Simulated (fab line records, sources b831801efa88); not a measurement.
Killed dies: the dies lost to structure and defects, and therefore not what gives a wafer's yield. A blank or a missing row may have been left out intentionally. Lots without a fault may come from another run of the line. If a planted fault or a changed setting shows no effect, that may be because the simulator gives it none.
Split-lot trial    flow sfq line    on a route of 325 steps: 5 lots, 23 wafers read

== ON THE SPLIT ==
At SFQ_TRILAYER_JJ_CE_LITHO_EXPOSE_115 (exposes mask J5, target cd 700 nm), the setting dose mj was moved away from the recipe's 14.4 on 8 of the 23 wafers read, by -2.6% to +6.2%. For the rest of the wafers, this setting stayed at what the recipe calls for.

== FROM THE SPLIT TO THE READING: what the file shows between them, 2 steps ==
- SFQ_TRILAYER_JJ_CE_LITHO_PEB_117: peb time 60 s
- SFQ_TRILAYER_JJ_CE_LITHO_DEVELOP_116: time 60 s

== THE READING ==
cd nm, in nm, at SFQ_TRILAYER_JJ_CE_METRO_MEASURE_117. Typical for fault-free wafers on this fab line: 699.7 nm, with standard deviation 1.1 nm.

wafer   tool, chamber at the split  dose mj as run  against the recipe  cd nm, nm  against lot-mates on the recipe
L074.1  krf scanner-01, 0           14.4            recipe              700.8      -
L074.4  krf scanner-01, 0           14.4            recipe              699.0      -
L074.6  krf scanner-01, 0           14.4            recipe              699.5      -
L077.1  krf scanner-01, 0           14.4            recipe              701.2      -
L077.2  krf scanner-01, 0           14.4            recipe              700.6      -
L077.4  krf scanner-01, 0           14.4            recipe              701.0      -
L077.5  krf scanner-01, 0           14.4            recipe              700.4      -
L077.6  krf scanner-01, 0           14.4            recipe              699.9      -
L080.1  krf scanner-01, 0           14.4            recipe              699.4      -
L080.2  krf scanner-01, 0           14.4            recipe              699.8      -
L080.3  krf scanner-01, 0           15.29           +6.2%               690.9      -8.7
L080.5  krf scanner-01, 0           14.4            recipe              699.6      -
L080.6  krf scanner-01, 0           15.29           +6.2%               690.2      -9.4
L081.2  krf scanner-01, 0           14.4            recipe              699.7      -
L081.3  krf scanner-01, 0           14.4            recipe              699.0      -
L081.4  krf scanner-01, 0           14.02           -2.6%               703.3      +3.9
L081.5  krf scanner-01, 0           14.02           -2.6%               703.6      +4.2
L081.6  krf scanner-01, 0           14.02           -2.6%               704.2      +4.9
L083.1  krf scanner-01, 0           14.4            recipe              699.1      -
L083.2  krf scanner-01, 0           14.4            recipe              697.6      -
L083.3  krf scanner-01, 0           15.14           +5.1%               692.3      -6.1
L083.4  krf scanner-01, 0           15.14           +5.1%               691.1      -7.2
L083.6  krf scanner-01, 0           15.14           +5.1%               689.9      -8.5

FIT RESULTS
A straight line over all 23 wafers: cd nm changes by -1.57 nm for each +1% of dose mj; r = -0.98; the points scatter about the line by 0.91 nm.
The same after taking each lot's own level away (the mean of its wafers on the recipe; 23 wafers): -1.47 nm for each +1%; r = -0.99; scatter 0.63 nm.
According to that fit, moving dose mj by its largest amount changes the reading by 9.1 nm.
Across the lots, their own levels run from 698.35 to 700.62 nm, a range of 2.1 times the standard deviation given above.
Hence the lot-to-lot level has little effect on the slope; both slopes agree.
Check: with one of the wafers moved furthest among these (+6.2%) left out of the fit, the line predicts -9.09 nm for it against its lot-mates. Against them it came out at -8.7 nm.

== THE WHOLE CHAIN: every reading that the file lists as answering this split, in the file's order ==
step                                  what it does                                                                reading                                                    change (the file's fit)               r (the file's)
SFQ_TRILAYER_JJ_CE_METRO_MEASURE_117                                                                              cd nm                                                      -1.47 nm for each +1% of the setting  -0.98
SFQ_TRILAYER_JJ_CE_BARC_OPEN_RIE_150  chemistry O2, target BARC, target depth 240 nm, time 80 s                   JJ.cd nm (the simulator's own value, which no gauge read)  -1.55 nm for each +1% of the setting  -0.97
SFQ_TRILAYER_JJ_CE_ETCH_RIE_118       chemistry SF6, target Nb, stops on Al2O3, time 97.7 s, target depth 170 nm  JJ.cd nm (the simulator's own value, which no gauge read)  -1.49 nm for each +1% of the setting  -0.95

== THE FILE'S OWN FIT ==
cd nm changes by -1.47 nm for each +1% of dose mj, r = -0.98.
